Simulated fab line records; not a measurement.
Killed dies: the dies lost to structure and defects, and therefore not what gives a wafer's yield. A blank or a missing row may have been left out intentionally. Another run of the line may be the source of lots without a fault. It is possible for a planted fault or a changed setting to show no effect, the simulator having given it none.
fab line records / flow sky130
record lots=11 wafers=33 last_day=50
route steps=708 shown METAL4@601 CAP2M@603 VIA4@656
lots that met no fault: from a run of the same line without faults
start_h: start of the lot's first displayed wafer, in hours after the record's first day / wait_h: time in hours since the lot's previous step / " same as the row above / L1.1+2: one row covering several wafers at once / - value missing, or start not given / * or withheld: withheld / < > ~ a bound
route shown NAME@n: NAME is a module with steps in the file, n the number in the route of the first one / usual: mean and standard deviation over wafers with no fault / same: alike in all rows / chamber/n: place in a boat / sites: readings site by site / _std_site: standard deviation across them / _edge_site: inner sites' mean taken away from outer sites' mean / radius_mm: how far each site lies from the wafer's centre / mask NAME#n: copy n / behind: the last tool/chamber to shape the wafer / hold: cause of the lot's hold/its duration in hours/its outcome / device: the n, p or np transistor that did not switch / end of line: the route-end tests of the same wafers / a step without rows: its recipe alone / killed: dies that structure and defects cost at the first sort, which is not the same as the wafer's yield / map: the dies of a wafer, with x for killed, . for not killed, _ for no die there
set.NAME: the setting as run; set.NAME@STEP: as run at that earlier step / model.NAME: the simulator's own value behind a step, which no gauge read
a sample of lots followed through the steps of the route, with each step as a table and each wafer as a row
services: a tool's chamber out of use, with start hour (start_h, from the record's first day; less than 0 if before it), hours out, and reason
## steps
# step SKY_METAL4_SPUTTER_03
# recipe material=Ti target_thk_nm=5 power_w=3000 time_s=3.3 chamber_pressure_pa=0.4
# usual cathode_dc_power_W=3000.0/0.53 chamber_pressure_pa=0.4000/0.00078 throttle_valve_pct=29.7/1
lot.wafer=L990.2 tool=pvd_sputter-04 chamber=- start_h=970.32 wait_h=0.0 cathode_dc_power_W=3000.4 chamber_pressure_pa=0.4003 throttle_valve_pct=30.3
lot.wafer=L990.3 tool=pvd_sputter-04 chamber=- start_h=970.32 wait_h=0.0 cathode_dc_power_W=3000.4 chamber_pressure_pa=0.3998 throttle_valve_pct=32.0
lot.wafer=L990.4 tool=pvd_sputter-04 chamber=- start_h=970.32 wait_h=0.0 cathode_dc_power_W=3000.9 chamber_pressure_pa=0.4005 throttle_valve_pct=28.5
lot.wafer=L988.1 tool=pvd_sputter-01 chamber=- start_h=972.42 wait_h=0.0 cathode_dc_power_W=2999.4 chamber_pressure_pa=0.4014 throttle_valve_pct=30.0
lot.wafer=L988.3 tool=pvd_sputter-01 chamber=- start_h=972.42 wait_h=0.0 cathode_dc_power_W=3000.4 chamber_pressure_pa=0.3998 throttle_valve_pct=28.7
lot.wafer=L988.5 tool=pvd_sputter-01 chamber=- start_h=972.42 wait_h=0.0 cathode_dc_power_W=2999.3 chamber_pressure_pa=0.4002 throttle_valve_pct=29.3
lot.wafer=L993.2 tool=pvd_sputter-01 chamber=- start_h=973.03 wait_h=0.0 cathode_dc_power_W=3000.4 chamber_pressure_pa=0.4001 throttle_valve_pct=29.1
lot.wafer=L993.3 tool=pvd_sputter-01 chamber=- start_h=973.03 wait_h=0.0 cathode_dc_power_W=2999.3 chamber_pressure_pa=0.4001 throttle_valve_pct=29.2
lot.wafer=L993.5 tool=pvd_sputter-01 chamber=- start_h=973.03 wait_h=0.0 cathode_dc_power_W=2999.8 chamber_pressure_pa=0.4002 throttle_valve_pct=28.5
lot.wafer=L994.2 tool=pvd_sputter-01 chamber=- start_h=973.39 wait_h=0.0 cathode_dc_power_W=2999.9 chamber_pressure_pa=0.3990 throttle_valve_pct=30.0
lot.wafer=L994.4 tool=pvd_sputter-01 chamber=- start_h=973.39 wait_h=0.0 cathode_dc_power_W=2999.8 chamber_pressure_pa=0.3989 throttle_valve_pct=29.2
lot.wafer=L994.5 tool=pvd_sputter-01 chamber=- start_h=973.39 wait_h=0.0 cathode_dc_power_W=2999.5 chamber_pressure_pa=0.3993 throttle_valve_pct=29.5
lot.wafer=L996.1 tool=pvd_sputter-04 chamber=- start_h=994.78 wait_h=0.0 cathode_dc_power_W=2998.9 chamber_pressure_pa=0.4005 throttle_valve_pct=28.7
lot.wafer=L996.4 tool=pvd_sputter-04 chamber=- start_h=994.78 wait_h=0.0 cathode_dc_power_W=3000.1 chamber_pressure_pa=0.4004 throttle_valve_pct=28.6
lot.wafer=L996.6 tool=pvd_sputter-04 chamber=- start_h=994.78 wait_h=0.0 cathode_dc_power_W=3001.0 chamber_pressure_pa=0.4006 throttle_valve_pct=30.3
lot.wafer=L103.1 tool=pvd_sputter-03 chamber=- start_h=1039.89 wait_h=0.0 cathode_dc_power_W=2999.6 chamber_pressure_pa=0.3995 throttle_valve_pct=30.4
lot.wafer=L103.2 tool=pvd_sputter-03 chamber=- start_h=1039.89 wait_h=0.0 cathode_dc_power_W=2999.6 chamber_pressure_pa=0.4006 throttle_valve_pct=31.4
lot.wafer=L103.5 tool=pvd_sputter-03 chamber=- start_h=1039.89 wait_h=0.0 cathode_dc_power_W=2999.3 chamber_pressure_pa=0.4009 throttle_valve_pct=30.9
lot.wafer=L102.1 tool=pvd_sputter-03 chamber=- start_h=1043.85 wait_h=0.0 cathode_dc_power_W=3000.3 chamber_pressure_pa=0.4005 throttle_valve_pct=30.7
lot.wafer=L102.3 tool=pvd_sputter-03 chamber=- start_h=1043.85 wait_h=0.0 cathode_dc_power_W=2998.9 chamber_pressure_pa=0.3990 throttle_valve_pct=31.1
lot.wafer=L102.5 tool=pvd_sputter-03 chamber=- start_h=1043.85 wait_h=0.0 cathode_dc_power_W=2999.0 chamber_pressure_pa=0.4005 throttle_valve_pct=30.5
lot.wafer=L105.2 tool=pvd_sputter-01 chamber=- start_h=1045.15 wait_h=0.0 cathode_dc_power_W=3000.3 chamber_pressure_pa=0.3997 throttle_valve_pct=29.9
lot.wafer=L105.5 tool=pvd_sputter-01 chamber=- start_h=1045.15 wait_h=0.0 cathode_dc_power_W=2999.9 chamber_pressure_pa=0.3977 throttle_valve_pct=29.9
lot.wafer=L105.6 tool=pvd_sputter-01 chamber=- start_h=1045.15 wait_h=0.0 cathode_dc_power_W=3000.2 chamber_pressure_pa=0.3998 throttle_valve_pct=29.4
lot.wafer=L107.1 tool=pvd_sputter-01 chamber=- start_h=1064.15 wait_h=0.0 cathode_dc_power_W=2999.8 chamber_pressure_pa=0.3998 throttle_valve_pct=29.3
lot.wafer=L107.3 tool=pvd_sputter-01 chamber=- start_h=1064.15 wait_h=0.0 cathode_dc_power_W=3001.3 chamber_pressure_pa=0.4000 throttle_valve_pct=29.5
lot.wafer=L107.6 tool=pvd_sputter-01 chamber=- start_h=1064.15 wait_h=0.0 cathode_dc_power_W=2999.6 chamber_pressure_pa=0.4010 throttle_valve_pct=28.4
lot.wafer=L111.2 tool=pvd_sputter-03 chamber=- start_h=1074.58 wait_h=0.0 cathode_dc_power_W=2999.8 chamber_pressure_pa=0.4008 throttle_valve_pct=28.5
lot.wafer=L111.4 tool=pvd_sputter-03 chamber=- start_h=1074.58 wait_h=0.0 cathode_dc_power_W=3000.1 chamber_pressure_pa=0.3999 throttle_valve_pct=29.3
lot.wafer=L111.6 tool=pvd_sputter-03 chamber=- start_h=1074.58 wait_h=0.0 cathode_dc_power_W=3000.9 chamber_pressure_pa=0.4012 throttle_valve_pct=29.2
lot.wafer=L108.2 tool=pvd_sputter-04 chamber=- start_h=1074.70 wait_h=0.0 cathode_dc_power_W=2999.0 chamber_pressure_pa=0.4002 throttle_valve_pct=32.2
lot.wafer=L108.4 tool=pvd_sputter-04 chamber=- start_h=1074.70 wait_h=0.0 cathode_dc_power_W=2999.7 chamber_pressure_pa=0.4001 throttle_valve_pct=28.8
lot.wafer=L108.5 tool=pvd_sputter-04 chamber=- start_h=1074.70 wait_h=0.0 cathode_dc_power_W=3000.1 chamber_pressure_pa=0.3987 throttle_valve_pct=28.8
# step SKY_CAP2M_CVD_00
# recipe material=SiO2 target_thk_nm=15.5 temp_c=400 time_s=withheld rf_w=450
# usual heater_power_w=733/62 rf_fwd_power_W=442.1/1.7
lot.wafer=L990.2 tool=pecvd-02 chamber=2 start_h=970.39 wait_h=0.0 heater_power_w=694 rf_fwd_power_W=442.8
lot.wafer=L990.3 tool=pecvd-02 chamber=2 start_h=970.39 wait_h=0.0 heater_power_w=678 rf_fwd_power_W=441.3
lot.wafer=L990.4 tool=pecvd-02 chamber=1 start_h=970.39 wait_h=0.0 heater_power_w=619 rf_fwd_power_W=443.0
lot.wafer=L988.1 tool=pecvd-04 chamber=1 start_h=972.49 wait_h=0.0 heater_power_w=718 rf_fwd_power_W=441.0
lot.wafer=L988.3 tool=pecvd-04 chamber=0 start_h=972.49 wait_h=0.0 heater_power_w=835 rf_fwd_power_W=441.6
lot.wafer=L988.5 tool=pecvd-04 chamber=0 start_h=972.49 wait_h=0.0 heater_power_w=832 rf_fwd_power_W=441.3
lot.wafer=L993.2 tool=pecvd-04 chamber=0 start_h=973.10 wait_h=0.0 heater_power_w=810 rf_fwd_power_W=440.7
lot.wafer=L993.3 tool=pecvd-04 chamber=2 start_h=973.10 wait_h=0.0 heater_power_w=713 rf_fwd_power_W=441.0
lot.wafer=L993.5 tool=pecvd-04 chamber=2 start_h=973.10 wait_h=0.0 heater_power_w=710 rf_fwd_power_W=440.2
lot.wafer=L994.2 tool=pecvd-02 chamber=1 start_h=973.46 wait_h=0.0 heater_power_w=641 rf_fwd_power_W=442.0
lot.wafer=L994.4 tool=pecvd-02 chamber=2 start_h=973.46 wait_h=0.0 heater_power_w=752 rf_fwd_power_W=443.3
lot.wafer=L994.5 tool=pecvd-02 chamber=1 start_h=973.46 wait_h=0.0 heater_power_w=634 rf_fwd_power_W=440.5
lot.wafer=L996.1 tool=pecvd-04 chamber=2 start_h=994.84 wait_h=0.0 heater_power_w=695 rf_fwd_power_W=441.1
lot.wafer=L996.4 tool=pecvd-04 chamber=0 start_h=994.84 wait_h=0.0 heater_power_w=782 rf_fwd_power_W=440.1
lot.wafer=L996.6 tool=pecvd-04 chamber=2 start_h=994.84 wait_h=0.0 heater_power_w=693 rf_fwd_power_W=443.0
lot.wafer=L103.1 tool=pecvd-02 chamber=2 start_h=1039.96 wait_h=0.0 heater_power_w=712 rf_fwd_power_W=441.1
lot.wafer=L103.2 tool=pecvd-02 chamber=0 start_h=1039.96 wait_h=0.0 heater_power_w=819 rf_fwd_power_W=444.6
lot.wafer=L103.5 tool=pecvd-02 chamber=2 start_h=1039.96 wait_h=0.0 heater_power_w=716 rf_fwd_power_W=442.8
lot.wafer=L102.1 tool=pecvd-04 chamber=1 start_h=1043.92 wait_h=0.0 heater_power_w=667 rf_fwd_power_W=442.1
lot.wafer=L102.3 tool=pecvd-04 chamber=0 start_h=1043.92 wait_h=0.0 heater_power_w=849 rf_fwd_power_W=442.8
lot.wafer=L102.5 tool=pecvd-04 chamber=0 start_h=1043.92 wait_h=0.0 heater_power_w=883 rf_fwd_power_W=443.2
lot.wafer=L105.2 tool=pecvd-02 chamber=0 start_h=1045.22 wait_h=0.0 heater_power_w=707 rf_fwd_power_W=443.0
lot.wafer=L105.5 tool=pecvd-02 chamber=2 start_h=1045.22 wait_h=0.0 heater_power_w=702 rf_fwd_power_W=442.1
lot.wafer=L105.6 tool=pecvd-02 chamber=0 start_h=1045.22 wait_h=0.0 heater_power_w=712 rf_fwd_power_W=442.5
lot.wafer=L107.1 tool=pecvd-01 chamber=0 start_h=1064.28 wait_h=0.0 heater_power_w=843 rf_fwd_power_W=443.7
lot.wafer=L107.3 tool=pecvd-01 chamber=1 start_h=1064.28 wait_h=0.0 heater_power_w=665 rf_fwd_power_W=438.4
lot.wafer=L107.6 tool=pecvd-01 chamber=0 start_h=1064.28 wait_h=0.0 heater_power_w=852 rf_fwd_power_W=442.6
lot.wafer=L111.2 tool=pecvd-01 chamber=2 start_h=1074.64 wait_h=0.0 heater_power_w=663 rf_fwd_power_W=444.9
lot.wafer=L111.4 tool=pecvd-01 chamber=0 start_h=1074.64 wait_h=0.0 heater_power_w=823 rf_fwd_power_W=443.9
lot.wafer=L111.6 tool=pecvd-01 chamber=2 start_h=1074.64 wait_h=0.0 heater_power_w=681 rf_fwd_power_W=444.8
lot.wafer=L108.2 tool=pecvd-02 chamber=2 start_h=1074.77 wait_h=0.0 heater_power_w=740 rf_fwd_power_W=441.2
lot.wafer=L108.4 tool=pecvd-02 chamber=0 start_h=1074.77 wait_h=0.0 heater_power_w=781 rf_fwd_power_W=442.9
lot.wafer=L108.5 tool=pecvd-02 chamber=2 start_h=1074.77 wait_h=0.0 heater_power_w=722 rf_fwd_power_W=442.9
# step SKY_METAL4_METAL_ETCH_18
# recipe target_depth_a=8450 stop_on=SiO2 over_etch_frac=0.3 time_s=183.1 chemistry=Cl2/BCl3 resist_sidewall_deg=88 pressure_mtorr=10 icp_w=900 bias_w=48.5 Cl2_flow_sccm=60 bcl3_flow_sccm=30
# usual drypump_motor_current_A=5.9/0.37 oes_product_au=0.863/0.0064 rf_fwd_power_W=896.0/2.7 throttle_valve_pct=22.264/0.0083
lot.wafer=L990.2 tool=rie_metal-04 chamber=0 start_h=1018.49 wait_h=0.0 drypump_motor_current_A=5.3 oes_product_au=0.868 rf_fwd_power_W=895.3 rf_hours_counter_h=14 throttle_valve_pct=22.265
lot.wafer=L990.3 tool=rie_metal-04 chamber=0 start_h=1018.49 wait_h=0.0 drypump_motor_current_A=5.3 oes_product_au=0.866 rf_fwd_power_W=893.6 rf_hours_counter_h=- throttle_valve_pct=22.255
lot.wafer=L990.4 tool=rie_metal-04 chamber=1 start_h=1018.49 wait_h=0.0 drypump_motor_current_A=6.4 oes_product_au=0.870 rf_fwd_power_W=890.4 rf_hours_counter_h=- throttle_valve_pct=22.274
lot.wafer=L988.1 tool=rie_metal-01 chamber=0 start_h=1021.29 wait_h=0.0 drypump_motor_current_A=6.3 oes_product_au=0.848 rf_fwd_power_W=899.8 rf_hours_counter_h=19 throttle_valve_pct=22.274
lot.wafer=L988.3 tool=rie_metal-01 chamber=1 start_h=1021.29 wait_h=0.0 drypump_motor_current_A=5.9 oes_product_au=0.860 rf_fwd_power_W=897.2 rf_hours_counter_h=- throttle_valve_pct=22.265
lot.wafer=L988.5 tool=rie_metal-01 chamber=0 start_h=1021.29 wait_h=0.0 drypump_motor_current_A=6.3 oes_product_au=0.867 rf_fwd_power_W=895.3 rf_hours_counter_h=- throttle_valve_pct=22.257
lot.wafer=L993.2 tool=rie_metal-03 chamber=0 start_h=1021.68 wait_h=0.0 drypump_motor_current_A=5.5 oes_product_au=0.868 rf_fwd_power_W=894.1 rf_hours_counter_h=21 throttle_valve_pct=22.252
lot.wafer=L993.3 tool=rie_metal-03 chamber=1 start_h=1021.68 wait_h=0.0 drypump_motor_current_A=6.0 oes_product_au=0.864 rf_fwd_power_W=891.8 rf_hours_counter_h=- throttle_valve_pct=22.264
lot.wafer=L993.5 tool=rie_metal-03 chamber=1 start_h=1021.68 wait_h=0.0 drypump_motor_current_A=6.0 oes_product_au=0.864 rf_fwd_power_W=893.5 rf_hours_counter_h=- throttle_valve_pct=22.242
lot.wafer=L994.2 tool=rie_metal-04 chamber=0 start_h=1022.34 wait_h=0.0 drypump_motor_current_A=5.3 oes_product_au=0.857 rf_fwd_power_W=893.0 rf_hours_counter_h=15 throttle_valve_pct=22.255
lot.wafer=L994.4 tool=rie_metal-04 chamber=0 start_h=1022.34 wait_h=0.0 drypump_motor_current_A=5.3 oes_product_au=0.858 rf_fwd_power_W=894.2 rf_hours_counter_h=- throttle_valve_pct=22.264
lot.wafer=L994.5 tool=rie_metal-04 chamber=0 start_h=1022.34 wait_h=0.0 drypump_motor_current_A=5.3 oes_product_au=0.874 rf_fwd_power_W=893.1 rf_hours_counter_h=- throttle_valve_pct=22.266
lot.wafer=L996.1 tool=rie_metal-04 chamber=1 start_h=1041.93 wait_h=0.0 drypump_motor_current_A=6.4 oes_product_au=0.872 rf_fwd_power_W=895.9 rf_hours_counter_h=15 throttle_valve_pct=22.262
lot.wafer=L996.4 tool=rie_metal-04 chamber=1 start_h=1041.93 wait_h=0.0 drypump_motor_current_A=6.4 oes_product_au=0.864 rf_fwd_power_W=897.9 rf_hours_counter_h=- throttle_valve_pct=22.274
lot.wafer=L996.6 tool=rie_metal-04 chamber=0 start_h=1041.93 wait_h=0.0 drypump_motor_current_A=5.3 oes_product_au=0.862 rf_fwd_power_W=896.7 rf_hours_counter_h=- throttle_valve_pct=22.278
lot.wafer=L103.1 tool=rie_metal-03 chamber=0 start_h=1084.83 wait_h=0.0 drypump_motor_current_A=5.5 oes_product_au=0.866 rf_fwd_power_W=893.9 rf_hours_counter_h=2 throttle_valve_pct=22.257
lot.wafer=L103.2 tool=rie_metal-03 chamber=1 start_h=1084.83 wait_h=0.0 drypump_motor_current_A=6.0 oes_product_au=0.867 rf_fwd_power_W=892.7 rf_hours_counter_h=0 throttle_valve_pct=22.276
lot.wafer=L103.5 tool=rie_metal-03 chamber=0 start_h=1084.83 wait_h=0.0 drypump_motor_current_A=5.5 oes_product_au=0.876 rf_fwd_power_W=894.8 rf_hours_counter_h=- throttle_valve_pct=22.267
lot.wafer=L102.1 tool=rie_metal-03 chamber=1 start_h=1089.28 wait_h=0.0 drypump_motor_current_A=6.0 oes_product_au=0.867 rf_fwd_power_W=893.9 rf_hours_counter_h=1 throttle_valve_pct=22.277
lot.wafer=L102.3 tool=rie_metal-03 chamber=1 start_h=1089.28 wait_h=0.0 drypump_motor_current_A=6.0 oes_product_au=0.865 rf_fwd_power_W=897.1 rf_hours_counter_h=- throttle_valve_pct=22.277
lot.wafer=L102.5 tool=rie_metal-03 chamber=0 start_h=1089.28 wait_h=0.0 drypump_motor_current_A=5.5 oes_product_au=0.859 rf_fwd_power_W=901.8 rf_hours_counter_h=- throttle_valve_pct=22.262
lot.wafer=L105.2 tool=rie_metal-03 chamber=1 start_h=1089.64 wait_h=0.0 drypump_motor_current_A=6.0 oes_product_au=0.854 rf_fwd_power_W=896.9 rf_hours_counter_h=1 throttle_valve_pct=22.252
lot.wafer=L105.5 tool=rie_metal-03 chamber=0 start_h=1089.64 wait_h=0.0 drypump_motor_current_A=5.5 oes_product_au=0.857 rf_fwd_power_W=897.9 rf_hours_counter_h=- throttle_valve_pct=22.276
lot.wafer=L105.6 tool=rie_metal-03 chamber=1 start_h=1089.64 wait_h=0.0 drypump_motor_current_A=6.0 oes_product_au=0.865 rf_fwd_power_W=895.3 rf_hours_counter_h=- throttle_valve_pct=22.256
lot.wafer=L107.1 tool=rie_metal-01 chamber=1 start_h=1107.14 wait_h=0.0 drypump_motor_current_A=6.0 oes_product_au=0.863 rf_fwd_power_W=897.8 rf_hours_counter_h=10 throttle_valve_pct=22.257
lot.wafer=L107.3 tool=rie_metal-01 chamber=1 start_h=1107.14 wait_h=0.0 drypump_motor_current_A=6.0 oes_product_au=0.864 rf_fwd_power_W=894.8 rf_hours_counter_h=- throttle_valve_pct=22.257
lot.wafer=L107.6 tool=rie_metal-01 chamber=1 start_h=1107.14 wait_h=0.0 drypump_motor_current_A=5.9 oes_product_au=0.864 rf_fwd_power_W=898.3 rf_hours_counter_h=- throttle_valve_pct=22.257
lot.wafer=L111.2 tool=rie_metal-03 chamber=0 start_h=1118.63 wait_h=0.0 drypump_motor_current_A=5.5 oes_product_au=0.874 rf_fwd_power_W=896.9 rf_hours_counter_h=4 throttle_valve_pct=22.263
lot.wafer=L111.4 tool=rie_metal-03 chamber=0 start_h=1118.63 wait_h=0.0 drypump_motor_current_A=5.5 oes_product_au=0.871 rf_fwd_power_W=895.5 rf_hours_counter_h=- throttle_valve_pct=22.271
lot.wafer=L111.6 tool=rie_metal-03 chamber=0 start_h=1118.63 wait_h=0.0 drypump_motor_current_A=5.5 oes_product_au=0.863 rf_fwd_power_W=890.7 rf_hours_counter_h=- throttle_valve_pct=22.267
lot.wafer=L108.2 tool=rie_metal-04 chamber=0 start_h=1118.98 wait_h=0.0 drypump_motor_current_A=5.3 oes_product_au=0.863 rf_fwd_power_W=895.6 rf_hours_counter_h=23 throttle_valve_pct=22.278
lot.wafer=L108.4 tool=rie_metal-04 chamber=0 start_h=1118.98 wait_h=0.0 drypump_motor_current_A=5.3 oes_product_au=0.856 rf_fwd_power_W=896.2 rf_hours_counter_h=- throttle_valve_pct=22.261
lot.wafer=L108.5 tool=rie_metal-04 chamber=1 start_h=1118.98 wait_h=0.0 drypump_motor_current_A=6.4 oes_product_au=0.868 rf_fwd_power_W=895.4 rf_hours_counter_h=- throttle_valve_pct=22.270
# step SKY_VIA4_SPUTTER_17
# recipe material=TiN target_thk_nm=20 chamber_pressure_pa=5 power_w=4000 time_s=80
# usual cathode_dc_power_W=4000.0/0.77 chamber_pressure_pa=5.001/0.0099 throttle_valve_pct=29.8/0.98
lot.wafer=L990.2 tool=pvd_sputter-01 chamber=- start_h=1042.74 wait_h=0.0 cathode_dc_power_W=4001.6 chamber_pressure_pa=4.988 throttle_valve_pct=28.7
lot.wafer=L990.3 tool=pvd_sputter-01 chamber=- start_h=1042.74 wait_h=0.0 cathode_dc_power_W=4001.0 chamber_pressure_pa=5.005 throttle_valve_pct=29.3
lot.wafer=L990.4 tool=pvd_sputter-01 chamber=- start_h=1042.74 wait_h=0.0 cathode_dc_power_W=3998.0 chamber_pressure_pa=4.997 throttle_valve_pct=30.1
lot.wafer=L988.1 tool=pvd_sputter-03 chamber=- start_h=1045.11 wait_h=0.0 cathode_dc_power_W=4000.4 chamber_pressure_pa=4.984 throttle_valve_pct=29.3
lot.wafer=L988.3 tool=pvd_sputter-03 chamber=- start_h=1045.11 wait_h=0.0 cathode_dc_power_W=4000.7 chamber_pressure_pa=4.995 throttle_valve_pct=30.9
lot.wafer=L988.5 tool=pvd_sputter-03 chamber=- start_h=1045.11 wait_h=0.0 cathode_dc_power_W=3999.8 chamber_pressure_pa=4.986 throttle_valve_pct=31.1
lot.wafer=L993.2 tool=pvd_sputter-03 chamber=- start_h=1046.06 wait_h=0.0 cathode_dc_power_W=3998.3 chamber_pressure_pa=5.002 throttle_valve_pct=29.2
lot.wafer=L993.3 tool=pvd_sputter-03 chamber=- start_h=1046.06 wait_h=0.0 cathode_dc_power_W=3999.0 chamber_pressure_pa=5.008 throttle_valve_pct=30.4
lot.wafer=L993.5 tool=pvd_sputter-03 chamber=- start_h=1046.06 wait_h=0.0 cathode_dc_power_W=4000.7 chamber_pressure_pa=5.018 throttle_valve_pct=28.7
lot.wafer=L994.2 tool=pvd_sputter-01 chamber=- start_h=1046.62 wait_h=0.0 cathode_dc_power_W=4000.3 chamber_pressure_pa=5.020 throttle_valve_pct=29.4
lot.wafer=L994.4 tool=pvd_sputter-01 chamber=- start_h=1046.62 wait_h=0.0 cathode_dc_power_W=4000.4 chamber_pressure_pa=5.012 throttle_valve_pct=28.4
lot.wafer=L994.5 tool=pvd_sputter-01 chamber=- start_h=1046.62 wait_h=0.0 cathode_dc_power_W=4000.2 chamber_pressure_pa=4.999 throttle_valve_pct=28.7
lot.wafer=L996.1 tool=pvd_sputter-02 chamber=- start_h=1065.32 wait_h=0.0 cathode_dc_power_W=4000.5 chamber_pressure_pa=4.988 throttle_valve_pct=29.5
lot.wafer=L996.4 tool=pvd_sputter-02 chamber=- start_h=1065.32 wait_h=0.0 cathode_dc_power_W=4000.8 chamber_pressure_pa=4.998 throttle_valve_pct=29.0
lot.wafer=L996.6 tool=pvd_sputter-02 chamber=- start_h=1065.32 wait_h=0.0 cathode_dc_power_W=4000.3 chamber_pressure_pa=4.996 throttle_valve_pct=31.6
lot.wafer=L103.1 tool=pvd_sputter-03 chamber=- start_h=1107.32 wait_h=0.0 cathode_dc_power_W=3541.1 chamber_pressure_pa=5.005 throttle_valve_pct=30.6
lot.wafer=L103.2 tool=pvd_sputter-03 chamber=- start_h=1107.32 wait_h=0.0 cathode_dc_power_W=3540.6 chamber_pressure_pa=4.988 throttle_valve_pct=28.4
lot.wafer=L103.5 tool=pvd_sputter-03 chamber=- start_h=1107.32 wait_h=0.0 cathode_dc_power_W=3540.5 chamber_pressure_pa=4.968 throttle_valve_pct=28.5
lot.wafer=L102.1 tool=pvd_sputter-01 chamber=- start_h=1111.91 wait_h=0.0 cathode_dc_power_W=3999.5 chamber_pressure_pa=5.008 throttle_valve_pct=29.2
lot.wafer=L102.3 tool=pvd_sputter-01 chamber=- start_h=1111.91 wait_h=0.0 cathode_dc_power_W=4001.2 chamber_pressure_pa=5.003 throttle_valve_pct=28.7
lot.wafer=L102.5 tool=pvd_sputter-01 chamber=- start_h=1111.91 wait_h=0.0 cathode_dc_power_W=4000.5 chamber_pressure_pa=5.013 throttle_valve_pct=28.8
lot.wafer=L105.2 tool=pvd_sputter-03 chamber=- start_h=1112.91 wait_h=0.0 cathode_dc_power_W=3540.8 chamber_pressure_pa=4.992 throttle_valve_pct=28.5
lot.wafer=L105.5 tool=pvd_sputter-03 chamber=- start_h=1112.91 wait_h=0.0 cathode_dc_power_W=3541.8 chamber_pressure_pa=4.993 throttle_valve_pct=29.4
lot.wafer=L105.6 tool=pvd_sputter-03 chamber=- start_h=1112.91 wait_h=0.0 cathode_dc_power_W=3539.3 chamber_pressure_pa=4.986 throttle_valve_pct=28.4
lot.wafer=L107.1 tool=pvd_sputter-03 chamber=- start_h=1128.98 wait_h=0.0 cathode_dc_power_W=3540.6 chamber_pressure_pa=4.994 throttle_valve_pct=29.3
lot.wafer=L107.3 tool=pvd_sputter-03 chamber=- start_h=1128.98 wait_h=0.0 cathode_dc_power_W=3539.3 chamber_pressure_pa=4.985 throttle_valve_pct=31.5
lot.wafer=L107.6 tool=pvd_sputter-03 chamber=- start_h=1128.98 wait_h=0.0 cathode_dc_power_W=3541.5 chamber_pressure_pa=4.994 throttle_valve_pct=28.4
lot.wafer=L111.2 tool=pvd_sputter-02 chamber=- start_h=1140.18 wait_h=0.0 cathode_dc_power_W=4000.2 chamber_pressure_pa=4.992 throttle_valve_pct=29.1
lot.wafer=L111.4 tool=pvd_sputter-02 chamber=- start_h=1140.18 wait_h=0.0 cathode_dc_power_W=3999.3 chamber_pressure_pa=5.007 throttle_valve_pct=29.9
lot.wafer=L111.6 tool=pvd_sputter-02 chamber=- start_h=1140.18 wait_h=0.0 cathode_dc_power_W=3999.6 chamber_pressure_pa=4.995 throttle_valve_pct=29.2
lot.wafer=L108.2 tool=pvd_sputter-01 chamber=- start_h=1140.28 wait_h=0.0 cathode_dc_power_W=4001.5 chamber_pressure_pa=5.006 throttle_valve_pct=28.9
lot.wafer=L108.4 tool=pvd_sputter-01 chamber=- start_h=1140.28 wait_h=0.0 cathode_dc_power_W=3999.9 chamber_pressure_pa=5.013 throttle_valve_pct=29.1
lot.wafer=L108.5 tool=pvd_sputter-01 chamber=- start_h=1140.28 wait_h=0.0 cathode_dc_power_W=3999.7 chamber_pressure_pa=4.989 throttle_valve_pct=29.5
## services
tool=pecvd-04 chamber=1 start_h=950.49 hours=5.6 kind=repair
tool=pecvd-02 chamber=1 start_h=951.73 hours=5.1 kind=repair
tool=pecvd-04 chamber=- start_h=955.74 hours=5.5 kind=pm
tool=pvd_sputter-03 chamber=- start_h=962.79 hours=1.5 kind=repair
tool=pvd_sputter-03 chamber=- start_h=968.51 hours=6.8 kind=repair
tool=pecvd-02 chamber=0 start_h=969.48 hours=2.1 kind=scheduled_down
tool=rie_metal-04 chamber=0 start_h=983.52 hours=15.0 kind=repair
tool=pecvd-02 chamber=- start_h=1000.55 hours=2.8 kind=pm
tool=pecvd-04 chamber=0 start_h=1004.22 hours=19.0 kind=repair
tool=pvd_sputter-04 chamber=- start_h=1004.57 hours=4.8 kind=repair
tool=pecvd-01 chamber=2 start_h=1013.39 hours=4.8 kind=repair
tool=rie_metal-04 chamber=1 start_h=1036.91 hours=4.8 kind=repair
tool=pecvd-01 chamber=- start_h=1037.33 hours=0.9 kind=repair
tool=rie_metal-03 chamber=0 start_h=1047.84 hours=- kind=clean
tool=pecvd-01 chamber=- start_h=1062.72 hours=1.1 kind=repair
tool=rie_metal-04 chamber=- start_h=1063.36 hours=1.3 kind=repair
tool=pecvd-04 chamber=- start_h=1092.02 hours=2.8 kind=pm
tool=rie_metal-03 chamber=- start_h=1099.70 hours=1.1 kind=repair
tool=pecvd-04 chamber=2 start_h=1102.62 hours=4.1 kind=repair
tool=pvd_sputter-04 chamber=- start_h=1105.00 hours=0.9 kind=repair
tool=pecvd-02 chamber=2 start_h=1105.94 hours=9.2 kind=repair
tool=rie_metal-01 chamber=0 start_h=1106.88 hours=2.8 kind=repair
tool=pvd_sputter-04 chamber=- start_h=1113.78 hours=1.0 kind=repair
tool=pecvd-02 chamber=- start_h=1127.54 hours=5.5 kind=pm
## key
first_sign step=SKY_VIA4_SPUTTER_17 reading=cathode_dc_power_W direction=down sigmas=99+ usual=4000.0 struck=3540.6
effect none on later readings
met_at SKY_VIA4_SPUTTER_17
struck_lots L103,L105,L107
not_acting_at SKY_METAL4_SPUTTER_03,SKY_CAP2M_CVD_00,SKY_METAL4_METAL_ETCH_18
onset_between 1046.06 1107.32
fault kind=process_parameter_drift tool=pvd_sputter-03 chamber=- onset_h=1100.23 steps=SKY_VIA4_SPUTTER_17 channel=power_w offset=* shape=step end_h=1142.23 acts_in=* stated=*
